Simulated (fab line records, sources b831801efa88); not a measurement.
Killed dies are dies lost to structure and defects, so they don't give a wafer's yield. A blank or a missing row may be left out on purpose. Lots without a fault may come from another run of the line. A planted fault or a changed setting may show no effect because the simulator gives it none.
Which tool did it? | flow sky130 | 12 lots, 36 wafers sampled, at 5 steps of a route of 708

WHAT THE GAUGES READ, wafer by wafer
SKY_PWDE_OVL_MEAS_07.
lot  | measured    | on         | PWDE_OVL (nm)
L974 | day 3 21:29 | overlay-02 | -0.8 -0.4 -0.9
L975 | day 4 03:33 | overlay-02 | -1.2 -1.0 -1.1
L976 | day 4 08:14 | overlay-02 | 0.5 1.2 0.7
L979 | day 4 23:43 | overlay-02 | 0.2 1.0 1.5
L980 | day 5 04:04 | overlay-01 | -2.1 -2.0 -0.9
L981 | day 5 09:08 | overlay-01 | -0.9 1.7 1.3
L982 | day 5 18:14 | overlay-01 | -0.4 1.3 0.1
L985 | day 6 08:47 | overlay-02 | -0.8 0.6 -0.8
L989 | day 7 07:05 | overlay-02 | 0.9 -0.8 -0.5
L991 | day 7 19:52 | overlay-01 | -0.8 -2.9 -0.7
L995 | day 8 16:56 | overlay-01 | -1.0 -0.4 0.3
L996 | day 8 22:59 | overlay-01 | 0.2 -2.7 -0.8

SKY_VT_ADJUST_HVTP_OVL_MEAS_08.
lot  | measured     | on         | VT_ADJUST_HVTP_OVL (nm)
L974 | day 6 04:15  | overlay-02 | 0.2 -0.3 -0.6
L975 | day 6 11:34  | overlay-02 | 0.4 1.8 0.7
L976 | day 6 15:16  | overlay-01 | 1.1 -1.2 0.1
L979 | day 7 08:00  | overlay-02 | -0.2 0.7 0.4
L980 | day 7 13:05  | overlay-01 | -2.5 -2.1 -0.4
L981 | day 7 19:06  | overlay-01 | 0.6 -2.5 -1.2
L982 | day 8 05:40  | overlay-02 | -2.6 -1.5 -2.4
L985 | day 8 20:58  | overlay-02 | 0.3 -0.7 -0.9
L989 | day 9 23:52  | overlay-01 | -1.5 1.5 0.1
L991 | day 10 14:22 | overlay-02 | -0.8 -1.1 -1.4
L995 | day 11 14:33 | overlay-01 | -0.6 -0.8 -0.2
L996 | day 11 20:07 | overlay-02 | -1.4 -2.1 -3.1

SKY_VT_ADJUST_LVTN_OVL_MEAS_07.
lot  | measured     | on         | VT_ADJUST_LVTN_OVL (nm)
L974 | day 6 23:41  | overlay-02 | 2.3 0.9 -0.1
L975 | day 7 06:51  | overlay-01 | 0.2 0.0 2.4
L976 | day 7 10:22  | overlay-01 | -0.5 1.8 0.5
L979 | day 8 04:19  | overlay-01 | 1.1 0.1 0.6
L980 | day 8 09:49  | overlay-01 | 1.6 1.1 0.4
L981 | day 8 15:55  | overlay-02 | 290.0 290.3 290.8
L982 | day 9 03:06  | overlay-02 | 286.6 290.5 290.2
L985 | day 9 18:59  | overlay-02 | 2.3 -1.2 0.8
L989 | day 10 22:54 | overlay-02 | 0.8 1.1 1.7
L991 | day 11 13:42 | overlay-02 | -0.7 -0.1 1.0
L995 | day 12 14:31 | overlay-01 | -0.7 0.5 0.4
L996 | day 12 20:59 | overlay-01 | 0.1 -0.7 -1.4

WHICH TOOL RAN EACH LOT (tool, then ch and the chambers of the sampled wafers, then the start)
lot  | SKY_NWELL_STRIP_25                   | SKY_VT_ADJUST_LVTN_EXPOSE_04
L974 | plasma_asher-03 ch 0, day 5 09:13    | iline_stepper-01 ch 0, day 6 14:05
L975 | plasma_asher-04 ch 0,1, day 5 16:11  | iline_stepper-01 ch 0, day 6 21:28
L976 | plasma_asher-04 ch 0,1, day 5 20:16  | iline_stepper-01 ch 0, day 7 00:56
L979 | plasma_asher-04 ch 0,1, day 6 12:58  | iline_stepper-02 ch 0, day 7 18:21
L980 | plasma_asher-03 ch 0,1, day 6 17:31  | iline_stepper-01 ch 0, day 8 00:09
L981 | plasma_asher-03 ch 0,1, day 6 22:52  | iline_stepper-01 ch 0, day 8 05:16
L982 | plasma_asher-03 ch 0,1, day 7 09:02  | iline_stepper-01 ch 0, day 8 16:28
L985 | plasma_asher-01 ch 0,1, day 7 23:58  | iline_stepper-02 ch 0, day 9 07:50
L989 | plasma_asher-04 ch 0,1, day 9 01:32  | iline_stepper-02 ch 0, day 10 11:32
L991 | plasma_asher-01 ch 0,1, day 9 15:18  | iline_stepper-02 ch 0, day 11 02:26
L995 | plasma_asher-03 ch 0,1, day 10 14:55 | iline_stepper-02 ch 0, day 12 02:52
L996 | plasma_asher-04 ch 0,1, day 10 20:12 | iline_stepper-02 ch 0, day 12 08:29
- SKY_NWELL_STRIP_25: strips in O2/N2.
- SKY_VT_ADJUST_LVTN_EXPOSE_04: exposes mask NWM COMPLEMENT LESS NATIVE, target cd 840 nm.

WHAT THE TOOLS THEMSELVES READ (means of the sampled wafers that have a number; where no wafer has one, the mark that the record gives instead)
SKY_NWELL_STRIP_25.
lot  | tool            | drypump_motor_current_A (A) | oes_product_au (a.u.) | strip_time_to_endpoint_s (s)
L974 | plasma_asher-03 | 6.5                         | 0.722                 | 37.11
L975 | plasma_asher-04 | 5.3                         | 0.719                 | 36.99
L976 | plasma_asher-04 | 5.3                         | 0.718                 | 36.96
L979 | plasma_asher-04 | 5.3                         | 0.726                 | 36.88
L980 | plasma_asher-03 | 5.5                         | 0.726                 | 37.11
L981 | plasma_asher-03 | 6.0                         | 0.718                 | 36.94
L982 | plasma_asher-03 | 5.4                         | 0.725                 | 37.01
L985 | plasma_asher-01 | 5.1                         | 0.722                 | 36.75
L989 | plasma_asher-04 | 5.3                         | 0.721                 | 36.94
L991 | plasma_asher-01 | 5.1                         | 0.725                 | 37.16
L995 | plasma_asher-03 | 6.0                         | 0.722                 | 36.84
L996 | plasma_asher-04 | 5.3                         | 0.725                 | 36.89

SKY_VT_ADJUST_LVTN_EXPOSE_04.
lot  | tool             | stage_vel_mm_s (mm/s)
L974 | iline_stepper-01 | 500.00
L975 | iline_stepper-01 | 499.96
L976 | iline_stepper-01 | 499.87
L979 | iline_stepper-02 | 500.16
L980 | iline_stepper-01 | 500.38
L981 | iline_stepper-01 | 500.16
L982 | iline_stepper-01 | 499.84
L985 | iline_stepper-02 | 499.98
L989 | iline_stepper-02 | 499.69
L991 | iline_stepper-02 | 500.11
L995 | iline_stepper-02 | 500.31
L996 | iline_stepper-02 | 499.66

THE ANSWER, worked out from the rows above alone
Rule: what is usual is taken from the lots themselves. Put in order of their means at a reading, lots are off if they are a third of the lots or fewer, leave a main group of 4 or more, and stand apart from it by a gap of 3 or more times the standard deviation of the main group's means; of several such gaps the widest counts. A main group whose means are all the same, to the digits that the tables above print for the reading, isn't used. A lot without any number at a reading at which 4 lots or more have one is off too. The other lots that the step has rows for count as sound. The gauges are gone through in route order, then the tools' own readings, and for those a lot's mean is taken as printed above. The first step at which some lot is off is used, and at that step the reading that is off furthest; a lot without a number counts as furthest.
Off: L981, L982, at SKY_VT_ADJUST_LVTN_OVL_MEAS_07 (VT_ADJUST_LVTN_OVL). The main group: mean 0.5 nm, standard deviation 0.54.
A tool fits if, at a process step before that reading, it ran every lot that is off, and no sound lot after the first of them. The gauges at SKY_VT_ADJUST_LVTN_OVL_MEAS_07 are tried like those tools. One fits: iline_stepper-01 at SKY_VT_ADJUST_LVTN_EXPOSE_04. Its last sound lot is L980 (day 8 00:09), its first lot that is off L981 (day 8 05:16): a fault that began between those two fits.

WHAT THE SIMULATOR HAD PUT IN
Scanner matching overlay: iline_stepper-01, from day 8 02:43 on, at SKY_VT_ADJUST_LVTN_EXPOSE_04. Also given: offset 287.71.
Lots struck among those shown: L981, L982. The rule above found the same.
